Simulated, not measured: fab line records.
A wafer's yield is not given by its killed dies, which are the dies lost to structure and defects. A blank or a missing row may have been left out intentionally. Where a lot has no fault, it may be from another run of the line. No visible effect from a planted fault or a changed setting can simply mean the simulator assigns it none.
fab line records	flow sfq_line
record: lots: 5	wafers: 14	last_day: 85
route steps=325 shown L0@8 L0V@16 M0@28 I0@43
lots that met no fault: taken from a fault-free run of the same line
start_h: hours from the record's opening day to when the first of the lot's shown wafers began	wait_h: hours since the lot's step before	" repeats the value in the row above	L1.1+2: several wafers, shown together as one row	- no value present, or no start provided	* or withheld: withheld	< > ~ a bound
route shown NAME@n: names a module that has steps shown in the file, with the first one's number in the route	usual: average and standard deviation across the fault-free wafers	same: alike in all rows	chamber/n: place in a boat	sites: the reading at each site	_std_site: standard deviation of those values	_edge_site: the outer-site mean with the inner-site mean subtracted	radius_mm: how far each site lies from the wafer's centre	mask NAME#n: copy n	behind: the last tool/chamber to shape the wafer	hold: why the lot was held/for how many hours/how that ended	device: whichever transistor did not switch (one of n, p or np)	end of line: at the end of the route, the tests of the same wafers	for a step that has no rows: nothing shown but its recipe	killed: the dies lost at the first sort to structure and to defects; this is not the yield of the wafer	map: shows each die of a wafer: x if killed, . if not, _ if none is there
set.NAME: the setting that was run; set.NAME@STEP: the one run at that earlier step	model.NAME: the simulator's own value behind a step, which no gauge read
lots at selected steps of the route; one table per step, one row per wafer
services: from which hour (start_h, from the record's first day; less than 0 if before it) a tool's chamber was out of use, for how many hours, and why
== steps ==
step: SFQ_TRILAYER_L0_LITHO_SOFTBAKE_009
recipe: temp_c: withheld	time_s: withheld	resist: KrF
step: SFQ_TRILAYER_L0_LITHO_EXPOSE_006
recipe: mask_id: L0	na: 0.6	source_shape: conventional	sigma_outer: 0.65	target_cd_nm: 2000	dose_mj: 14.4
step: SFQ_TRILAYER_L0_LITHO_PEB_008
recipe: peb_temp_c: 115	peb_time_s: 60	resist: KrF
step: SFQ_TRILAYER_L0_LITHO_DEVELOP_007
recipe: time_s: 60	resist: KrF
step: SFQ_TRILAYER_L0_BARC_OPEN_METAL_ETCH_010
recipe: mask_material: PR	chemistry: O2	target_depth_nm: 125	target: BARC	icp_w: 600	bias_w: 80	pressure_mtorr: 10	time_s: 41.7
step: SFQ_TRILAYER_L0_ETCH_METAL_ETCH_008
recipe: target: MoNx_KI	stop_on: SiO2	mask_material: PR	chemistry: SF6/O2	target_depth_nm: 50	icp_w: 600	bias_w: 80	pressure_mtorr: 10	time_s: 25
step: SFQ_TRILAYER_L0_STRIP_STRIP_009
recipe: gas: O2	power_w: 200	platen_temp_c: 40	overash_fraction: 0.65	chemistry: O2	pressure_mtorr: 50
usual: chamber_pressure_mTorr: 49.99/0.052	drypump_motor_current_A: 5.9/0.41	oes_product_au: 0.999/0.012
same: overash_fraction: 0.65
lot.wafer	tool	chamber	start_h	wait_h	chamber_pressure_mTorr	drypump_motor_current_A	oes_product_au	rf_hours_counter_h
L892.4	rie_metal-03	1	80.01	0.2	49.99	6.6	1.009	-
L892.5	"	1	"	"	49.99	6.6	1.007	-
L892.6	"	0	"	"	50.01	6.2	1.002	-
L898.2	rie_metal-02	0	107.05	0.0	49.95	5.4	0.998	31
L898.4	"	1	"	"	49.99	6.2	1.004	-
L898.6	"	1	"	"	50.11	6.2	1.005	-
L903.5	rie_metal-02	0	130.25	0.4	50.05	5.4	0.999	-
L903.6	"	1	"	"	50.07	6.2	1.008	-
L913.4	rie_metal-04	0	204.18	0.2	50.04	5.7	0.973	-
L913.5	"	1	"	"	49.98	5.5	0.994	-
L913.6	"	0	"	"	50.01	5.7	0.983	-
L914.1	rie_metal-04	0	207.36	0.0	49.94	5.7	0.993	156
L914.3	"	1	"	"	50.02	5.6	0.994	-
L914.6	"	0	"	"	49.90	5.7	0.993	-
step: SFQ_TRILAYER_L0_STRIP_SOLV_CLEAN_010
recipe: chemistry: NMP	temp_c: 70	time_s: 600
step: SFQ_TRILAYER_L0_CAP_PECVD_011
recipe: material: SiO2	temp_c: 150	time_s: 13.333	pressure_torr: 2.4	rf_w: 183.3	precursor: SiH4/N2O	target_thk_nm: 60
step: SFQ_TRILAYER_L0_VIA_LITHO_COAT_018
recipe: resist: BARC	spin_rpm: 3000	resist_thk_nm: 62
step: SFQ_TRILAYER_L0_VIA_LITHO_COAT_013
recipe: resist: KrF	spin_rpm: 3000	resist_thk_nm: 650
step: SFQ_TRILAYER_L0_VIA_LITHO_SOFTBAKE_017
recipe: temp_c: withheld	time_s: withheld	resist: KrF
step: SFQ_TRILAYER_L0_VIA_LITHO_EXPOSE_014
recipe: mask_id: L0V	na: 0.6	source_shape: conventional	sigma_outer: 0.65	target_cd_nm: 700	dose_mj: 21.3
lot.wafer	tool	chamber	start_h	wait_h	mask
L892.4+5+6	krf_scanner-02	0	140.33	-	L0V#0
L898.2+4+6	krf_scanner-01	0	192.35	-	L0V#0
L903.5+6	krf_scanner-02	0	214.95	-	L0V#0
L913.4+5+6	krf_scanner-02	0	320.21	-	L0V#0
L914.1+3+6	krf_scanner-02	0	324.41	-	L0V#0
step: SFQ_TRILAYER_L0_VIA_LITHO_PEB_016
recipe: peb_temp_c: 115	peb_time_s: 60	resist: KrF
step: SFQ_TRILAYER_L0_VIA_LITHO_DEVELOP_015
recipe: time_s: 60	resist: KrF
step: SFQ_L0V_OVL_MEAS_903
usual: L0V_OVL: 0/5
lot.wafer	tool	chamber	start_h	wait_h	L0V_OVL[nm]
L892.4	overlay-01	-	141.25	0.1	-3
L892.5	"	-	"	"	1
L892.6	"	-	"	"	1
L898.2	overlay-02	-	193.65	0.1	-2
L898.4	"	-	"	"	2
L898.6	"	-	"	"	0
L903.5	overlay-02	-	215.68	0.0	6
L903.6	"	-	"	"	5
L913.4	overlay-01	-	321.13	0.1	-7
L913.5	"	-	"	"	-4
L913.6	"	-	"	"	-7
L914.1	overlay-02	-	325.91	0.1	-5
L914.3	"	-	"	"	-8
L914.6	"	-	"	"	-4
step: SFQ_TRILAYER_L0_VIA_BARC_OPEN_VIA_ETCH_021
recipe: mask_material: PR	chemistry: O2	target_depth_nm: 125	target: BARC	source_w: 500	bias_w: 80	pressure_mtorr: 30	time_s: 41.7
usual: chamber_pressure_mTorr: 30.002/0.027	drypump_motor_current_A: 5.5/0.37	oes_product_au: 0.685/0.0047
lot.wafer	tool	chamber	start_h	wait_h	chamber_pressure_mTorr	drypump_motor_current_A	oes_product_au	rf_hours_counter_h	model.L0V.cd_nm
L892.4	rie_diel-01	2	141.27	0.0	29.996	5.4	0.687	110	698.6
L892.5	"	0	"	"	29.999	5.1	0.688	-	698.9
L892.6	"	1	"	"	30.023	5.6	0.682	-	699.5
L898.2	rie_diel-01	0	193.68	0.0	29.959	5.1	0.680	68	699.3
L898.4	"	1	"	"	29.972	5.6	0.677	52	701
L898.6	"	1	"	"	30.038	5.6	0.688	-	699.9
L903.5	rie_diel-04	0	215.71	0.0	29.984	5.8	0.684	-	701
L903.6	"	1	"	"	30.000	5.9	0.692	-	738.8
L913.4	rie_diel-04	1	321.15	0.0	30.021	6.0	0.688	2	701.6
L913.5	"	3	"	"	30.022	5.4	0.680	-	704.5
L913.6	"	0	"	"	30.026	5.8	0.687	-	701.9
L914.1	rie_diel-03	1	325.95	0.0	29.982	4.8	0.674	7	699.6
L914.3	"	0	"	"	30.018	5.9	0.682	94	698.4
L914.6	"	1	"	"	29.995	4.8	0.678	-	699.5
step: SFQ_TRILAYER_L0_VIA_ETCH_VIA_ETCH_016
recipe: target: SiO2	stop_on: MoNx_KI	mask_material: PR	chemistry: CHF3	target_depth_nm: 80	source_w: 500	bias_w: 80	pressure_mtorr: 30	time_s: withheld
usual: chamber_pressure_mTorr: 30.00/0.034	drypump_motor_current_A: 5.5/0.37	oes_product_au: 0.842/0.0088
lot.wafer	tool	chamber	start_h	wait_h	chamber_pressure_mTorr	drypump_motor_current_A	oes_product_au	model.L0V.cd_nm
L892.4	rie_diel-01	2	141.30	0.0	29.97	5.4	0.838	699.1
L892.5	"	0	"	"	30.01	5.1	0.844	699
L892.6	"	1	"	"	29.99	5.6	0.860	698.6
L898.2	rie_diel-01	0	193.72	0.0	29.96	5.1	0.853	698.8
L898.4	"	1	"	"	30.03	5.6	0.849	700.3
L898.6	"	1	"	"	29.98	5.6	0.852	699.4
L903.5	rie_diel-04	0	215.75	0.0	29.99	5.8	0.842	700.4
L903.6	"	1	"	"	30.00	5.9	0.852	738.8
L913.4	rie_diel-04	1	321.19	0.0	30.02	6.0	0.832	701.5
L913.5	"	3	"	"	30.05	5.4	0.856	703.6
L913.6	"	0	"	"	29.98	5.8	0.838	701.5
L914.1	rie_diel-03	1	325.99	0.0	30.00	4.8	0.840	700
L914.3	"	0	"	"	29.98	5.9	0.843	698.9
L914.6	"	1	"	"	29.99	4.8	0.846	700
step: SFQ_TRILAYER_L0_VIA_STRIP_STRIP_017
recipe: gas: O2	power_w: 200	platen_temp_c: 40	overash_fraction: 0.65	chemistry: O2	pressure_mtorr: 50
step: SFQ_TRILAYER_L0_VIA_STRIP_SOLV_CLEAN_018
recipe: chemistry: NMP	temp_c: 70	time_s: 600
step: SFQ_TRILAYER_M0_DEP_PRE_CLEAN_020
recipe: gas: Ar	time_s: 15	bias_v: 250
step: SFQ_TRILAYER_M0_DEP_SPUTTER_019
recipe: material: Nb	base_pressure_pa: 1.33e-06	chamber_pressure_pa: 0.1333	substrate_temp_c: 20	resputter_cathode_voltage_v: 400	target_thk_nm: 200	power_w: 2000	time_s: 133.3
usual: throttle_valve_pct: 29.3/0.96
lot.wafer	tool	chamber	start_h	wait_h	throttle_valve_pct
L892.4	pvd_sputter-04	-	142.75	0.0	29.7
L892.5	"	-	"	"	29.8
L892.6	"	-	"	"	29.8
L898.2	pvd_sputter-06	-	194.57	0.0	27.7
L898.4	"	-	"	"	29.4
L898.6	"	-	"	"	29.6
L903.5	pvd_sputter-06	-	216.62	0.0	29.8
L903.6	"	-	"	"	29.1
L913.4	pvd_sputter-05	-	322.04	0.0	29.7
L913.5	"	-	"	"	29.8
L913.6	"	-	"	"	29.7
L914.1	pvd_sputter-05	-	326.84	0.0	29.7
L914.3	"	-	"	"	28.9
L914.6	"	-	"	"	29.6
step: SFQ_M0_RS_MEAS_904
recipe: thk_meas_gauge: four-point-probe	reads: Nb_of_TRILAYER_M0_DEP_SPUTTER_019
usual: M0_NB_RS: 0.889/0.012
lot.wafer	tool	chamber	start_h	wait_h	M0_NB_RS[ohm/sq]
L892.4	film_metro-02	-	142.90	0.1	0.895
L892.5	"	-	"	"	0.902
L892.6	"	-	"	"	0.891
L898.2	film_metro-02	-	194.68	0.1	0.879
L898.4	"	-	"	"	0.884
L898.6	"	-	"	"	0.890
L903.5	film_metro-03	-	216.75	0.1	0.897
L903.6	"	-	"	"	0.897
L913.4	film_metro-03	-	322.19	0.1	0.882
L913.5	"	-	"	"	0.882
L913.6	"	-	"	"	0.871
L914.1	film_metro-03	-	326.93	0.0	0.888
L914.3	"	-	"	"	0.884
L914.6	"	-	"	"	0.893
step: SFQ_TRILAYER_M0_LITHO_COAT_026
recipe: resist: BARC	spin_rpm: 3000	resist_thk_nm: 62
step: SFQ_TRILAYER_M0_LITHO_COAT_021
recipe: resist: KrF	spin_rpm: 3000	resist_thk_nm: 600
step: SFQ_TRILAYER_M0_LITHO_SOFTBAKE_025
recipe: temp_c: withheld	time_s: withheld	resist: KrF
step: SFQ_TRILAYER_M0_LITHO_EXPOSE_022
recipe: mask_id: M0	na: 0.6	source_shape: conventional	sigma_outer: 0.65	target_cd_nm: 500	dose_mj: 14.4
step: SFQ_TRILAYER_M0_LITHO_PEB_024
recipe: peb_temp_c: 115	peb_time_s: 60	resist: KrF
step: SFQ_TRILAYER_M0_LITHO_DEVELOP_023
recipe: time_s: 60	resist: KrF
step: SFQ_M0_OVL_MEAS_906
usual: M0_OVL: 1/6.5
lot.wafer	tool	chamber	start_h	wait_h	M0_OVL[nm]
L892.4	overlay-01	-	232.91	0.1	10
L892.5	"	-	"	"	0
L892.6	"	-	"	"	9
L898.2	overlay-02	-	301.00	0.1	-5
L898.4	"	-	"	"	-6
L898.6	"	-	"	"	-4
L903.5	overlay-02	-	336.47	0.0	0
L903.6	"	-	"	"	3
L913.4	overlay-01	-	464.61	0.1	13
L913.5	"	-	"	"	7
L913.6	"	-	"	"	9
L914.1	overlay-02	-	469.39	0.1	-6
L914.3	"	-	"	"	-10
L914.6	"	-	"	"	-11
step: SFQ_TRILAYER_M0_BARC_OPEN_METAL_ETCH_031
recipe: mask_material: PR	chemistry: O2	target_depth_nm: 125	target: BARC	icp_w: 600	bias_w: 80	pressure_mtorr: 10	time_s: 41.7
usual: chamber_pressure_mTorr: 10.000/0.0099	drypump_motor_current_A: 5.8/0.48	oes_product_au: 0.685/0.0044
lot.wafer	tool	chamber	start_h	wait_h	chamber_pressure_mTorr	drypump_motor_current_A	oes_product_au	rf_hours_counter_h
L892.4	rie_metal-03	1	232.99	0.1	10.015	6.6	0.683	-
L892.5	"	1	"	"	9.983	6.6	0.689	-
L892.6	"	1	"	"	9.983	6.6	0.682	-
L898.2	rie_metal-01	0	301.03	0.0	10.007	5.6	0.694	176
L898.4	"	0	"	"	9.990	5.5	0.683	-
L898.6	"	1	"	"	10.001	5.3	0.684	-
L903.5	rie_metal-03	1	336.52	0.0	9.991	6.6	0.686	-
L903.6	"	0	"	"	9.997	6.2	0.686	-
L913.4	rie_metal-02	0	464.64	0.0	9.997	5.4	0.678	-
L913.5	"	1	"	"	9.996	6.2	0.690	-
L913.6	"	0	"	"	10.004	5.4	0.691	-
L914.1	rie_metal-02	1	469.42	0.0	9.995	6.2	0.684	109
L914.3	"	1	"	"	10.007	6.2	0.690	-
L914.6	"	1	"	"	9.989	6.2	0.681	-
step: SFQ_TRILAYER_M0_ETCH_METAL_ETCH_024
recipe: target: Nb	stop_on: SiO2	mask_material: PR	chemistry: Cl2/Ar	target_depth_nm: 240	icp_w: 600	bias_w: 80	pressure_mtorr: 10	time_s: 120
usual: chamber_pressure_mTorr: 9.999/0.0087	drypump_motor_current_A: 5.8/0.47	oes_product_au: 0.894/0.0078
lot.wafer	tool	chamber	start_h	wait_h	chamber_pressure_mTorr	drypump_motor_current_A	oes_product_au	rf_hours_counter_h
L892.4	rie_metal-03	1	233.17	0.2	9.989	6.6	0.890	-
L892.5	"	1	"	"	9.992	6.5	0.895	-
L892.6	"	1	"	"	9.990	6.5	0.884	-
L898.2	rie_metal-01	0	301.09	0.0	10.005	5.6	0.905	176
L898.4	"	0	"	"	9.999	5.6	0.891	-
L898.6	"	1	"	"	10.010	5.3	0.886	-
L903.5	rie_metal-03	1	336.62	0.1	9.989	6.6	0.899	-
L903.6	"	0	"	"	10.010	6.2	0.894	-
L913.4	rie_metal-02	0	464.73	0.1	10.009	5.4	0.900	-
L913.5	"	1	"	"	9.992	6.2	0.899	-
L913.6	"	0	"	"	10.005	5.4	0.902	-
L914.1	rie_metal-02	1	469.48	0.0	10.000	6.2	0.896	109
L914.3	"	1	"	"	10.000	6.2	0.899	-
L914.6	"	1	"	"	9.991	6.2	0.886	-
step: SFQ_TRILAYER_M0_STRIP_STRIP_025
recipe: gas: O2	power_w: 200	platen_temp_c: 40	overash_fraction: 0.65	chemistry: O2	pressure_mtorr: 50
usual: chamber_pressure_mTorr: 50.00/0.043	drypump_motor_current_A: 5.8/0.47	oes_product_au: 1.003/0.011
same: overash_fraction: 0.65
lot.wafer	tool	chamber	start_h	wait_h	chamber_pressure_mTorr	drypump_motor_current_A	oes_product_au	rf_hours_counter_h
L892.4	rie_metal-03	1	233.89	0.7	50.07	6.6	1.008	-
L892.5	"	1	"	"	49.98	6.6	0.997	-
L892.6	"	1	"	"	50.07	6.6	1.005	-
L898.2	rie_metal-01	0	301.22	0.1	49.99	5.6	0.999	176
L898.4	"	0	"	"	50.07	5.5	1.011	-
L898.6	"	1	"	"	50.01	5.3	0.978	-
L903.5	rie_metal-03	1	337.06	0.4	50.00	6.6	1.006	-
L903.6	"	0	"	"	50.04	6.2	1.017	-
L913.4	rie_metal-02	0	465.01	0.2	50.01	5.4	0.994	-
L913.5	"	1	"	"	49.94	6.2	1.012	-
L913.6	"	0	"	"	49.94	5.4	1.005	-
L914.1	rie_metal-02	1	469.61	0.1	50.02	6.2	0.998	109
L914.3	"	1	"	"	50.03	6.2	1.003	-
L914.6	"	1	"	"	50.06	6.2	1.002	-
step: SFQ_TRILAYER_M0_STRIP_SOLV_CLEAN_026
recipe: chemistry: NMP	temp_c: 70	time_s: 600
step: SFQ_TRILAYER_I0_DEP_PECVD_027
recipe: material: SiO2	temp_c: 150	time_s: 111.11	pressure_torr: 2.4	rf_w: 183.3	precursor: SiH4/N2O	target_thk_nm: 500
step: SFQ_TRILAYER_I0_CMP_CMP_028
recipe: material: SiO2	down_force_psi: 3	platen_rpm: 60	pad_velocity_m_s: 0.94248
step: SFQ_I0_BOW_MEAS_907
recipe: mode: bow
usual: I0_BOW: -1/6.5
lot.wafer	tool	chamber	start_h	wait_h	I0_BOW[um]
L892.4	film_metro-02	-	237.81	2.6	-6
L892.5	"	-	"	"	-7
L892.6	"	-	"	"	-8
L898.2	film_metro-02	-	307.49	2.5	-4
L898.4	"	-	"	"	5
L898.6	"	-	"	"	5
L903.5	film_metro-01	-	340.60	0.6	6
L903.6	"	-	"	"	-3
L903.5	film_metro-01	-	342.74	2.1	-
L903.6	"	-	"	"	-
L913.4	film_metro-04	-	469.32	1.1	1
L913.5	"	-	"	"	-11
L913.6	"	-	"	"	-6
L914.1	film_metro-02	-	474.63	1.0	-12
L914.3	"	-	"	"	-15
L914.6	"	-	"	"	-2
step: SFQ_TRILAYER_I0_METRO_MEASURE_029
usual: thk_nm: 200.0/1.2
lot.wafer	tool	chamber	start_h	wait_h	thk_nm
L892.4	film_metro-02	-	238.47	0.6	200.4
L892.5	"	-	"	"	201.7
L892.6	"	-	"	"	200.8
L898.2	film_metro-02	-	307.79	0.3	198.9
L898.4	"	-	"	"	198.0
L898.6	"	-	"	"	197.1
L903.5	film_metro-01	-	347.74	5.0	200.7
L903.6	"	-	"	"	199.8
L903.5	film_metro-01	-	349.11	1.2	200.5
L903.6	"	-	"	"	199.8
L913.4	film_metro-04	-	469.98	0.6	198.7
L913.5	"	-	"	"	201.7
L913.6	"	-	"	"	200.5
L914.1	film_metro-02	-	474.75	0.1	198.9
L914.3	"	-	"	"	200.2
L914.6	"	-	"	"	200.7
step: SFQ_TRILAYER_I0_VIA_LITHO_COAT_036
recipe: resist: BARC	spin_rpm: 3000	resist_thk_nm: 62
== services ==
tool	chamber	start_h	hours	kind
krf_scanner-02	-	70.34	0.8	pm
rie_diel-01	3	71.48	3.7	repair
rie_diel-01	0	74.51	44.4	repair
krf_scanner-02	-	93.89	0.8	pm
rie_metal-03	-	98.54	1.0	repair
rie_metal-02	-	120.02	2.8	pm
krf_scanner-02	-	130.17	1.2	repair
krf_scanner-02	-	154.38	0.4	repair
rie_metal-03	0	162.99	43.4	repair
rie_diel-01	1	164.58	3.8	repair
krf_scanner-02	-	168.53	1.0	pm
krf_scanner-02	-	182.73	1.3	pm
rie_metal-02	0	190.11	6.2	repair
krf_scanner-02	-	230.06	0.9	repair
krf_scanner-02	-	236.43	0.7	repair
rie_diel-01	3	245.03	2.9	repair
krf_scanner-02	-	262.63	0.8	pm
krf_scanner-02	-	290.84	0.4	repair
rie_diel-01	-	302.67	0.2	repair
krf_scanner-02	-	334.01	1.0	pm
rie_metal-03	1	366.45	10.0	repair
rie_diel-01	0	402.61	6.5	repair
rie_diel-01	-	417.92	2.8	pm
rie_metal-03	-	456.07	0.9	repair
== key ==
first_sign: step: SFQ_TRILAYER_I0_METRO_MEASURE_029	reading: visit	direction: added
effect none on later readings
model_effect: step: SFQ_TRILAYER_L0_VIA_BARC_OPEN_VIA_ETCH_021	value: L0V.cd_nm	without: 701	struck: 738.8
model_effect: step: SFQ_TRILAYER_L0_VIA_ETCH_VIA_ETCH_016	value: L0V.cd_nm	without: 700.9	struck: 738.8
met_at SFQ_TRILAYER_L0_VIA_LITHO_EXPOSE_014
struck_wafers L903.6
onset_between 140.33 214.95
fault: kind: process_parameter_drift	tool: krf_scanner-02	chamber: -	onset_h: 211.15	steps: SFQ_TRILAYER_L0_VIA_LITHO_EXPOSE_014	channel: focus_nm	offset: 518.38	shape: step	end_h: 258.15	scope: struck_wafers_only
